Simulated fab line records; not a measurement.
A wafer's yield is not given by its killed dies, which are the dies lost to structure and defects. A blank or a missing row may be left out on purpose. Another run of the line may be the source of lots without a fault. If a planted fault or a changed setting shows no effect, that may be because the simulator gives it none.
fab line records -- flow sky130 -- part 1 of 2: steps 1 to 33 of 46
record: lots: 5, wafers: 15, last-day: 49
route steps=708 shown VT_ADJUST_HVTR@140 VT_ADJUST_PCH@143 SONOS_TUNNEL@154 SONOS_ONO@168
lots that met no fault: taken from a fault-free run of the same line
start-h: the number of hours between the record's first day and the start of the first shown wafer of the lot -- wait-h: hours elapsed since this lot's preceding step -- " repeats the value in the row above -- L1.1+2: several wafers, shown together as one row -- - value missing, or start not given -- * or withheld: withheld -- < > ~ a bound
route shown NAME@n: a module of which the file shows steps, and the number in the route of the first -- usual: average and standard deviation across the fault-free wafers -- same: alike in all rows -- chamber/n: place in a boat -- sites: the reading at each site -- _std_site: the standard deviation of these -- _edge_site: outer sites' mean less inner sites' -- radius-mm: for every site, how far away it sits from the centre of the wafer -- mask NAME#n: copy n -- behind: the last tool/chamber to shape the wafer -- hold: why the lot was held/for how many hours/how that ended -- device: the n, p or np transistor that did not switch -- end of line: the route-end tests of the same wafers -- a step with no rows: only its recipe -- killed: dies that structure and defects cost at the first sort, which is not the same as the wafer's yield -- map: per-die view of a wafer (x killed, . not killed, _ where there is no die)
set.NAME: setting as actually run; set.NAME@STEP: the setting as run at that earlier step -- model.NAME: the simulator's own value behind a step, which no gauge read
lots at selected steps of the route; one table per step, one row per wafer
services: when a tool's chamber went out of use (start-h, in hours from the record's first day, below 0 if earlier), for how many hours, and the reason
== steps ==
step: SKY_VT_ADJUST_HVTR_IMPLANT_09
recipe: species: B, energy-kev: 10, dose-cm2: 2.1e+12, tilt-deg: withheld
usual: beam-on-s: 10.00/0.19, faraday-current-uA: 11.85/0.22
lot.wafer,tool,chamber,start-h,wait-h,beam-on-s,faraday-current-uA
L076.1,implanter-03,0,219.81,0.0,9.91,11.94
L076.3,implanter-03,0,219.81,0.0,9.64,12.22
L076.4,implanter-03,0,219.81,0.0,10.06,11.82
L081.3,implanter-02,0,259.32,0.1,10.12,11.67
L081.4,implanter-02,0,259.32,0.1,9.87,12.04
L081.6,implanter-02,0,259.32,0.1,10.10,11.74
L084.3,implanter-02,0,278.37,0.1,10.24,11.60
L084.5,implanter-02,0,278.37,0.1,10.31,11.57
L084.6,implanter-02,0,278.37,0.1,9.67,12.22
L091.3,implanter-01,0,327.90,0.1,9.95,11.95
L091.5,implanter-01,0,327.90,0.1,10.36,11.47
L091.6,implanter-01,0,327.90,0.1,9.74,12.12
L095.2,implanter-02,0,356.88,0.0,10.08,11.78
L095.3,implanter-02,0,356.88,0.0,10.22,11.54
L095.6,implanter-02,0,356.88,0.0,9.86,11.97
step: SKY_VT_ADJUST_HVTR_STRIP_10
recipe: chemistry: O2/N2, power-w: 1400, pressure-mtorr: 1500, platen-temp-c: withheld, o2-flow-sccm: 3000, n2-flow-sccm: 300, overash-fraction: 0.5
usual: drypump-motor-current-A: 5.4/0.53, oes-product-au: 0.716/0.0044, strip-time-to-endpoint-s: 14.16/0.035
lot.wafer,tool,chamber,start-h,wait-h,drypump-motor-current-A,oes-product-au,rf-hours-counter-h,strip-time-to-endpoint-s
L076.1,plasma-asher-01,0,219.96,0.1,5.0,0.714,53,14.17
L076.3,plasma-asher-01,1,219.96,0.1,5.5,0.721,-,14.16
L076.4,plasma-asher-01,0,219.96,0.1,4.9,0.714,-,14.13
L081.3,plasma-asher-03,1,259.45,0.1,4.7,0.721,-,14.19
L081.4,plasma-asher-03,0,259.45,0.1,5.7,0.708,-,14.17
L081.6,plasma-asher-03,0,259.45,0.1,5.7,0.709,-,14.17
L084.3,plasma-asher-01,1,278.50,0.1,5.5,0.717,-,14.11
L084.5,plasma-asher-01,0,278.50,0.1,5.0,0.715,-,14.13
L084.6,plasma-asher-01,1,278.50,0.1,5.5,0.714,-,14.09
L091.3,plasma-asher-01,0,328.03,0.1,4.9,0.716,-,14.20
L091.5,plasma-asher-01,1,328.03,0.1,5.5,0.715,-,14.22
L091.6,plasma-asher-01,0,328.03,0.1,4.9,0.728,-,14.20
L095.2,plasma-asher-02,0,357.00,0.1,6.2,0.716,70,14.21
L095.3,plasma-asher-02,0,357.00,0.1,6.2,0.717,-,14.21
L095.6,plasma-asher-02,0,357.00,0.1,6.2,0.710,-,14.21
step: SKY_VT_ADJUST_HVTR_TW_MEAS_11
usual: VT_ADJUST_HVTR_TW: 212.1/2.7
lot.wafer,tool,chamber,start-h,wait-h,VT_ADJUST_HVTR_TW
L076.1,film-metro-01,-,220.06,0.1,211.6
L076.3,film-metro-01,-,220.06,0.1,210.3
L076.4,film-metro-01,-,220.06,0.1,211.5
L081.3,film-metro-02,-,259.54,0.1,216.7
L081.4,film-metro-02,-,259.54,0.1,216.9
L081.6,film-metro-02,-,259.54,0.1,217.6
L084.3,film-metro-01,-,278.59,0.1,211.9
L084.5,film-metro-01,-,278.59,0.1,210.8
L084.6,film-metro-01,-,278.59,0.1,210.6
L091.3,film-metro-03,-,328.12,0.1,210.7
L091.5,film-metro-03,-,328.12,0.1,210.3
L091.6,film-metro-03,-,328.12,0.1,211.2
L095.2,film-metro-01,-,357.11,0.1,210.2
L095.3,film-metro-01,-,357.11,0.1,210.4
L095.6,film-metro-01,-,357.11,0.1,210.6
step: SKY_VT_ADJUST_PCH_DEHYDRATE_00
recipe: temp-c: 200, time-s: 60
lot.wafer,tool,chamber,start-h,wait-h
L076.1+3+4,litho-track-03,0,230.66,10.6
L081.3+4+6,litho-track-02,0,272.15,12.6
L084.3+5+6,litho-track-02,0,290.20,11.6
L091.3+5+6,litho-track-02,0,340.20,12.1
L095.2+3+6,litho-track-03,0,370.14,13.0
step: SKY_VT_ADJUST_PCH_HMDS_01
recipe: prime-time-s: 60, prime-temp-c: 120
lot.wafer,tool,chamber,start-h,wait-h
L076.1+3+4,litho-track-03,0,230.81,0.1
L081.3+4+6,litho-track-02,0,272.30,0.1
L084.3+5+6,litho-track-02,0,290.35,0.1
L091.3+5+6,litho-track-02,0,340.35,0.1
L095.2+3+6,litho-track-03,0,370.29,0.1
step: SKY_VT_ADJUST_PCH_COAT_02
recipe: spin-rpm: 2000, resist-thk-nm: 3000
lot.wafer,tool,chamber,start-h,wait-h
L076.1+3+4,litho-track-03,0,230.96,0.1
L081.3+4+6,litho-track-02,0,272.45,0.1
L084.3+5+6,litho-track-02,0,290.50,0.1
L091.3+5+6,litho-track-02,0,340.50,0.1
L095.2+3+6,litho-track-03,0,370.44,0.1
step: SKY_VT_ADJUST_PCH_SOFTBAKE_03
recipe: temp-c: 110, time-s: withheld
lot.wafer,tool,chamber,start-h,wait-h
L076.1+3+4,litho-track-03,0,231.11,0.1
L081.3+4+6,litho-track-02,0,272.61,0.1
L084.3+5+6,litho-track-02,0,290.66,0.1
L091.3+5+6,litho-track-02,0,340.66,0.1
L095.2+3+6,litho-track-03,0,370.60,0.1
step: SKY_VT_ADJUST_PCH_EXPOSE_04
recipe: mask-id: NWM, na: 0.6, source-shape: conventional, sigma-outer: 0.6, polarization: unpolarized, target-cd-nm: 840, dose-mj: 255
lot.wafer,tool,chamber,start-h,wait-h,mask
L076.1+3+4,iline-stepper-02,0,-,-,NWM#0
L081.3+4+6,iline-stepper-01,0,-,-,NWM#0
L084.3+5+6,iline-stepper-01,0,-,-,NWM#0
L091.3+5+6,iline-stepper-01,0,-,-,NWM#0
L095.2+3+6,iline-stepper-02,0,-,-,NWM#0
step: SKY_VT_ADJUST_PCH_PEB_05
recipe: temp-c: 115, time-s: withheld
lot.wafer,tool,chamber,start-h,wait-h
L076.1+3+4,litho-track-02,0,-,-
L081.3+4+6,litho-track-01,0,-,-
L084.3+5+6,litho-track-02,0,-,-
L091.3+5+6,litho-track-03,0,-,-
L095.2+3+6,litho-track-02,0,-,-
step: SKY_VT_ADJUST_PCH_DEVELOP_06
recipe: wall-angle-deg: 90, developer: TMAH, develop-time-s: 60, dev-temp-c: 23
lot.wafer,tool,chamber,start-h,wait-h
L076.1+3+4,litho-track-02,0,-,-
L081.3+4+6,litho-track-01,0,-,-
L084.3+5+6,litho-track-02,0,-,-
L091.3+5+6,litho-track-03,0,-,-
L095.2+3+6,litho-track-02,0,-,-
step: SKY_VT_ADJUST_PCH_OVL_MEAS_07
usual: VT_ADJUST_PCH_OVL: 1.5/1.2
lot.wafer,tool,chamber,start-h,wait-h,VT_ADJUST_PCH_OVL[nm]
L076.1,overlay-02,-,243.75,-,3.0
L076.3,overlay-02,-,243.75,-,4.2
L076.4,overlay-02,-,243.75,-,3.7
L081.3,overlay-02,-,284.17,-,3.7
L081.4,overlay-02,-,284.17,-,1.4
L081.6,overlay-02,-,284.17,-,2.6
L084.3,overlay-01,-,303.66,-,1.6
L084.5,overlay-01,-,303.66,-,0.7
L084.6,overlay-01,-,303.66,-,1.6
L091.3,overlay-01,-,354.17,-,0.8
L091.5,overlay-01,-,354.17,-,1.6
L091.6,overlay-01,-,354.17,-,1.6
L095.2,overlay-01,-,385.60,-,1.2
L095.3,overlay-01,-,385.60,-,-1.8
L095.6,overlay-01,-,385.60,-,-0.8
step: SKY_VT_ADJUST_PCH_IMPLANT_08
recipe: species: B, energy-kev: 10, dose-cm2: 5e+11, tilt-deg: withheld
usual: beam-on-s: 10.01/0.18, faraday-current-uA: 2.82/0.051
lot.wafer,tool,chamber,start-h,wait-h,beam-on-s,faraday-current-uA
L076.1,implanter-03,0,243.78,0.0,9.97,2.84
L076.3,implanter-03,0,243.78,0.0,9.93,2.84
L076.4,implanter-03,0,243.78,0.0,10.42,2.70
L081.3,implanter-03,0,284.25,0.1,10.08,2.80
L081.4,implanter-03,0,284.25,0.1,10.00,2.82
L081.6,implanter-03,0,284.25,0.1,9.93,2.82
L084.3,implanter-03,0,303.73,0.1,10.03,2.84
L084.5,implanter-03,0,303.73,0.1,9.95,2.84
L084.6,implanter-03,0,303.73,0.1,10.10,2.79
L091.3,implanter-04,0,354.25,0.1,10.39,2.71
L091.5,implanter-04,0,354.25,0.1,10.23,2.75
L091.6,implanter-04,0,354.25,0.1,10.03,2.82
L095.2,implanter-01,0,385.66,0.0,9.88,2.85
L095.3,implanter-01,0,385.66,0.0,10.08,2.79
L095.6,implanter-01,0,385.66,0.0,9.76,2.88
step: SKY_VT_ADJUST_PCH_STRIP_09
recipe: chemistry: O2/N2, power-w: 1361, pressure-mtorr: 1500, platen-temp-c: withheld, o2-flow-sccm: 3000, n2-flow-sccm: 300, overash-fraction: 0.5
usual: drypump-motor-current-A: 5.5/0.6, oes-product-au: 0.711/0.0052, strip-time-to-endpoint-s: 37.77/0.1
lot.wafer,tool,chamber,start-h,wait-h,drypump-motor-current-A,oes-product-au,rf-hours-counter-h,strip-time-to-endpoint-s
L076.1,plasma-asher-02,1,243.93,0.1,5.8,0.713,58,37.78
L076.3,plasma-asher-02,0,243.93,0.1,6.2,0.714,-,37.84
L076.4,plasma-asher-02,1,243.93,0.1,5.8,0.718,-,37.75
L081.3,plasma-asher-03,1,284.38,0.1,4.6,0.713,-,37.72
L081.4,plasma-asher-03,0,284.38,0.1,5.7,0.718,-,37.71
L081.6,plasma-asher-03,1,284.38,0.1,4.6,0.716,-,37.80
L084.3,plasma-asher-04,0,303.87,0.1,6.3,0.708,-,37.71
L084.5,plasma-asher-04,0,303.87,0.1,6.4,0.713,-,37.61
L084.6,plasma-asher-04,1,303.87,0.1,5.4,0.710,-,37.57
L091.3,plasma-asher-03,1,354.38,0.1,4.6,0.706,-,37.79
L091.5,plasma-asher-03,1,354.38,0.1,4.6,0.713,-,37.83
L091.6,plasma-asher-03,0,354.38,0.1,5.7,0.715,-,37.84
L095.2,plasma-asher-04,0,385.78,0.1,6.3,0.704,53,37.83
L095.3,plasma-asher-04,1,385.78,0.1,5.4,0.721,-,37.90
L095.6,plasma-asher-04,1,385.78,0.1,5.4,0.708,-,37.81
step: SKY_VT_ADJUST_PCH_TW_MEAS_10
usual: VT_ADJUST_PCH_TW: 143.8/1.4
lot.wafer,tool,chamber,start-h,wait-h,VT_ADJUST_PCH_TW
L076.1,film-metro-02,-,244.03,0.1,146.8
L076.3,film-metro-02,-,244.03,0.1,146.7
L076.4,film-metro-02,-,244.03,0.1,146.4
L081.3,film-metro-02,-,284.47,0.1,144.9
L081.4,film-metro-02,-,284.47,0.1,144.6
L081.6,film-metro-02,-,284.47,0.1,145.4
L084.3,film-metro-02,-,303.95,0.1,145.8
L084.5,film-metro-02,-,303.95,0.1,146.4
L084.6,film-metro-02,-,303.95,0.1,145.6
L091.3,film-metro-02,-,354.47,0.1,145.5
L091.5,film-metro-02,-,354.47,0.1,145.2
L091.6,film-metro-02,-,354.47,0.1,145.4
L095.2,film-metro-04,-,385.89,0.1,143.7
L095.3,film-metro-04,-,385.89,0.1,143.9
L095.6,film-metro-04,-,385.89,0.1,143.9
step: SKY_SONOS_TUNNEL_DEHYDRATE_00
recipe: temp-c: 200, time-s: 60
lot.wafer,tool,chamber,start-h,wait-h
L076.1+3+4,litho-track-02,0,254.95,10.9
L081.3+4+6,litho-track-04,0,296.70,12.2
L084.3+5+6,litho-track-02,0,315.75,11.8
L091.3+5+6,litho-track-04,0,367.75,13.3
L095.2+3+6,litho-track-01,0,399.14,13.2
step: SKY_SONOS_TUNNEL_HMDS_01
recipe: prime-time-s: 60, prime-temp-c: 120
lot.wafer,tool,chamber,start-h,wait-h
L076.1+3+4,litho-track-02,0,255.10,0.1
L081.3+4+6,litho-track-04,0,296.85,0.1
L084.3+5+6,litho-track-02,0,315.90,0.1
L091.3+5+6,litho-track-04,0,367.90,0.1
L095.2+3+6,litho-track-01,0,399.29,0.1
step: SKY_SONOS_TUNNEL_COAT_02
recipe: resist: NOVOLAK, spin-rpm: 3000, resist-thk-nm: 1140
lot.wafer,tool,chamber,start-h,wait-h
L076.1+3+4,litho-track-02,0,255.25,0.1
L081.3+4+6,litho-track-04,0,297.00,0.1
L084.3+5+6,litho-track-02,0,316.05,0.1
L091.3+5+6,litho-track-04,0,368.05,0.1
L095.2+3+6,litho-track-01,0,399.44,0.1
step: SKY_SONOS_TUNNEL_SOFTBAKE_03
recipe: temp-c: 90, time-s: 60, resist: NOVOLAK
lot.wafer,tool,chamber,start-h,wait-h
L076.1+3+4,litho-track-02,0,255.40,0.1
L081.3+4+6,litho-track-04,0,297.15,0.1
L084.3+5+6,litho-track-02,0,316.20,0.1
L091.3+5+6,litho-track-04,0,368.20,0.1
L095.2+3+6,litho-track-01,0,399.59,0.1
step: SKY_SONOS_TUNNEL_EXPOSE_04
recipe: mask-id: TUNM, na: 0.6, source-shape: conventional, sigma-outer: 0.6, polarization: unpolarized, target-cd-nm: 410, dose-mj: 136
lot.wafer,tool,chamber,start-h,wait-h,mask
L076.1+3+4,iline-stepper-02,0,-,-,TUNM#0
L081.3+4+6,iline-stepper-02,0,-,-,TUNM#0
L084.3+5+6,iline-stepper-01,0,-,-,TUNM#0
L091.3+5+6,iline-stepper-02,0,-,-,TUNM#0
L095.2+3+6,iline-stepper-01,0,-,-,TUNM#0
step: SKY_SONOS_TUNNEL_PEB_05
recipe: temp-c: withheld, time-s: *, resist: NOVOLAK
lot.wafer,tool,chamber,start-h,wait-h
L076.1+3+4,litho-track-01,0,-,-
L081.3+4+6,litho-track-01,0,-,-
L084.3+5+6,litho-track-04,0,-,-
L091.3+5+6,litho-track-01,0,-,-
L095.2+3+6,litho-track-02,0,-,-
step: SKY_SONOS_TUNNEL_DEVELOP_06
recipe: resist: NOVOLAK, developer: TMAH, develop-time-s: 60, dev-temp-c: 23
lot.wafer,tool,chamber,start-h,wait-h
L076.1+3+4,litho-track-01,0,267.36,0.1
L081.3+4+6,litho-track-01,0,309.56,0.1
L084.3+5+6,litho-track-04,0,329.25,0.1
L091.3+5+6,litho-track-01,0,382.41,0.1
L095.2+3+6,litho-track-02,0,414.47,0.1
step: SKY_SONOS_TUNNEL_CD_MEAS_07
recipe: target-cd-nm: 410
usual: cd-nm: 410.2/2.1
lot.wafer,tool,chamber,start-h,wait-h,cd-nm
L076.1,cd-sem-01,-,267.51,0.1,408.3
L076.3,cd-sem-01,-,267.51,0.1,411.9
L076.4,cd-sem-01,-,267.51,0.1,408.7
L081.3,cd-sem-01,-,309.70,0.1,409.6
L081.4,cd-sem-01,-,309.70,0.1,410.4
L081.6,cd-sem-01,-,309.70,0.1,409.8
L084.3,cd-sem-02,-,329.39,0.1,406.3
L084.5,cd-sem-02,-,329.39,0.1,408.8
L084.6,cd-sem-02,-,329.39,0.1,410.2
L091.3,cd-sem-01,-,382.55,0.1,410.5
L091.5,cd-sem-01,-,382.55,0.1,410.2
L091.6,cd-sem-01,-,382.55,0.1,411.2
L095.2,cd-sem-02,-,414.62,0.1,407.6
L095.3,cd-sem-02,-,414.62,0.1,409.5
L095.6,cd-sem-02,-,414.62,0.1,408.2
step: SKY_SONOS_TUNNEL_OVL_MEAS_08
usual: SONOS_TUNNEL_OVL: 0.4/1.5
lot.wafer,tool,chamber,start-h,wait-h,SONOS_TUNNEL_OVL[nm]
L076.1,overlay-02,-,267.63,0.1,-0.8
L076.3,overlay-02,-,267.63,0.1,0.2
L076.4,overlay-02,-,267.63,0.1,-0.3
L081.3,overlay-01,-,309.79,0.1,-1.5
L081.4,overlay-01,-,309.79,0.1,-3.0
L081.6,overlay-01,-,309.79,0.1,-2.4
L084.3,overlay-01,-,329.48,0.1,-0.4
L084.5,overlay-01,-,329.48,0.1,0.1
L084.6,overlay-01,-,329.48,0.1,0.1
L091.3,overlay-01,-,382.64,0.1,-1.4
L091.5,overlay-01,-,382.64,0.1,-0.3
L091.6,overlay-01,-,382.64,0.1,0.8
L095.2,overlay-02,-,414.72,0.1,-0.3
L095.3,overlay-02,-,414.72,0.1,0.5
L095.6,overlay-02,-,414.72,0.1,-0.5
step: SKY_SONOS_TUNNEL_IMPLANT_09
recipe: species: B, energy-kev: 20, dose-cm2: 1e+12, tilt-deg: withheld
usual: beam-on-s: 9.99/0.18, faraday-current-uA: 5.65/0.099
lot.wafer,tool,chamber,start-h,wait-h,beam-on-s,faraday-current-uA
L076.1,implanter-04,0,267.67,0.0,10.07,5.60
L076.3,implanter-04,0,267.67,0.0,10.16,5.54
L076.4,implanter-04,0,267.67,0.0,9.98,5.65
L081.3,implanter-02,0,309.87,0.1,10.04,5.61
L081.4,implanter-02,0,309.87,0.1,9.98,5.65
L081.6,implanter-02,0,309.87,0.1,9.85,5.72
L084.3,implanter-02,0,329.56,0.1,10.08,5.59
L084.5,implanter-02,0,329.56,0.1,9.91,5.71
L084.6,implanter-02,0,329.56,0.1,9.74,5.78
L091.3,implanter-03,0,382.72,0.1,10.04,5.61
L091.5,implanter-03,0,382.72,0.1,9.88,5.71
L091.6,implanter-03,0,382.72,0.1,9.65,5.80
L095.2,implanter-02,0,414.78,0.0,9.56,5.92
L095.3,implanter-02,0,414.78,0.0,10.17,5.54
L095.6,implanter-02,0,414.78,0.0,10.05,5.65
step: SKY_SONOS_TUNNEL_WET_ETCH_10
recipe: chemistry: dHF, target-depth-nm: 14, target: SiO2, dilution: 100:1, temp-c: 25, time-s: 280
lot.wafer,tool,chamber,start-h,wait-h
L076.1+3+4,wet-bench-03,2,267.82,0.1
L081.3+4+6,wet-bench-02,0,309.97,0.1
L084.3+5+6,wet-bench-03,3,329.66,0.1
L091.3+5+6,wet-bench-04,1,382.82,0.1
L095.2+3+6,wet-bench-02,0,414.90,0.1
step: SKY_SONOS_TUNNEL_STRIP_11
recipe: chemistry: SPM, time-s: 600, temp-c: 130
lot.wafer,tool,chamber,start-h,wait-h
L076.1+3+4,wet-bench-04,3,267.90,0.0
L081.3+4+6,wet-bench-04,2,310.05,0.0
L084.3+5+6,wet-bench-04,0,329.74,0.0
L091.3+5+6,wet-bench-03,2,382.90,0.0
L095.2+3+6,wet-bench-03,0,415.00,0.0
step: SKY_SONOS_TUNNEL_TW_MEAS_12
usual: SONOS_TUNNEL_TW: 197.3/1
lot.wafer,tool,chamber,start-h,wait-h,SONOS_TUNNEL_TW
L076.1,film-metro-03,-,268.10,0.0,195.8
L076.3,film-metro-03,-,268.10,0.0,197.3
L076.4,film-metro-03,-,268.10,0.0,196.8
L081.3,film-metro-01,-,310.25,0.0,199.0
L081.4,film-metro-01,-,310.25,0.0,199.2
L081.6,film-metro-01,-,310.25,0.0,198.8
L084.3,film-metro-04,-,329.94,0.0,197.3
L084.5,film-metro-04,-,329.94,0.0,196.4
L084.6,film-metro-04,-,329.94,0.0,195.6
L091.3,film-metro-03,-,383.12,0.0,196.0
L091.5,film-metro-03,-,383.12,0.0,197.0
L091.6,film-metro-03,-,383.12,0.0,195.2
L095.2,film-metro-04,-,415.18,0.0,197.3
L095.3,film-metro-04,-,415.18,0.0,198.5
L095.6,film-metro-04,-,415.18,0.0,198.0
step: SKY_SONOS_TUNNEL_CLEAN_13
recipe: chemistry: dHF, time-s: 20, dilution: 100:1, dry: ipa-marangoni
lot.wafer,tool,chamber,start-h,wait-h
L076.1+3+4,wet-bench-02,2,268.16,0.1
L081.3+4+6,wet-bench-03,0,310.29,0.0
L084.3+5+6,wet-bench-02,2,329.98,0.0
L091.3+5+6,wet-bench-02,2,383.16,0.0
L095.2+3+6,wet-bench-02,0,415.23,0.0
step: SKY_SONOS_ONO_OXIDATION_00
recipe: temp-c: 800, ambient: O2, idle-temp-c: 700, ramp-up-c-per-min: 10, ramp-down-c-per-min: 3, stabilise-s: 600, purge-s: 300, target-thk-a: 26, ox-time-s: 1249
lot.wafer,tool,chamber,start-h,wait-h
L076.1+3+4,furnace-01,0,268.56,0.4
L081.3+4+6,furnace-01,0,312.35,2.0
L084.3+5+6,furnace-01,0,331.42,1.4
L091.3+5+6,furnace-02,0,383.17,0.0
L095.2+3+6,furnace-01,0,416.71,1.5
step: SKY_SONOS_ONO_THK_MEAS_01
recipe: reads: SiO2_of_SONOS_ONO_OXIDATION_00
usual: SONOS_ONO_OXIDATION_THK: 2.63/0.059
lot.wafer,tool,chamber,start-h,wait-h,SONOS_ONO_OXIDATION_THK[nm]
L076.1,film-metro-03,-,269.91,0.0,2.56
L076.3,film-metro-03,-,269.91,0.0,2.63
L076.4,film-metro-03,-,269.91,0.0,2.59
L081.3,film-metro-03,-,313.71,0.0,2.59
L081.4,film-metro-03,-,313.71,0.0,2.64
L081.6,film-metro-03,-,313.71,0.0,2.54
L084.3,film-metro-03,-,332.78,0.0,2.54
L084.5,film-metro-03,-,332.78,0.0,2.60
L084.6,film-metro-03,-,332.78,0.0,2.64
L091.3,film-metro-03,-,384.54,0.0,2.64
L091.5,film-metro-03,-,384.54,0.0,2.63
L091.6,film-metro-03,-,384.54,0.0,2.59
L095.2,film-metro-03,-,418.07,0.0,2.62
L095.3,film-metro-03,-,418.07,0.0,2.67
L095.6,film-metro-03,-,418.07,0.0,2.53
step: SKY_SONOS_ONO_CVD_02
recipe: material: Si3N4, precursor: DCS/NH3, target-thk-nm: 10.5, temp-c: 770, time-s: 180, pressure-mtorr: 250
lot.wafer,tool,chamber,start-h,wait-h
L076.1+3+4,lpcvd-02,1,271.72,1.8
L081.3+4+6,lpcvd-02,0,314.48,0.8
L084.3+5+6,lpcvd-02,1,332.82,0.0
L091.3+5+6,lpcvd-02,1,386.22,1.7
L095.2+3+6,lpcvd-02,0,420.94,2.9
step: SKY_SONOS_ONO_THK_MEAS_03
recipe: reads: Si3N4_of_SONOS_ONO_CVD_02
usual: SONOS_ONO_CVD_02_THK: 10.51/0.12
lot.wafer,tool,chamber,start-h,wait-h,SONOS_ONO_CVD_02_THK[nm]
L076.1,film-metro-04,-,272.77,0.0,10.40
L076.3,film-metro-04,-,272.77,0.0,10.38
L076.4,film-metro-04,-,272.77,0.0,10.41
L081.3,film-metro-02,-,316.86,0.0,10.53
L081.4,film-metro-02,-,316.86,0.0,10.61
L081.6,film-metro-02,-,316.86,0.0,10.51
L084.3,film-metro-04,-,333.89,0.0,10.65
L084.5,film-metro-04,-,333.89,0.0,10.68
L084.6,film-metro-04,-,333.89,0.0,10.62
L091.3,film-metro-04,-,387.29,0.0,10.66
L091.5,film-metro-04,-,387.29,0.0,10.74
L091.6,film-metro-04,-,387.29,0.0,10.63
L095.2,film-metro-03,-,422.00,0.0,10.58
L095.3,film-metro-03,-,422.00,0.0,10.63
L095.6,film-metro-03,-,422.00,0.0,10.42
step: SKY_SONOS_ONO_CVD_04
recipe: material: SiO2, precursor: SiH4/N2O, target-thk-nm: 5.7199, temp-c: 900, pressure-mtorr: 393.5
lot.wafer,tool,chamber,start-h,wait-h
L076.1+3+4,lpcvd-03,1,272.83,0.1
L081.3+4+6,lpcvd-03,0,316.90,0.0
L084.3+5+6,lpcvd-03,0,333.93,0.0
L091.3+5+6,lpcvd-03,0,387.33,0.0
L095.2+3+6,lpcvd-03,0,422.05,0.0
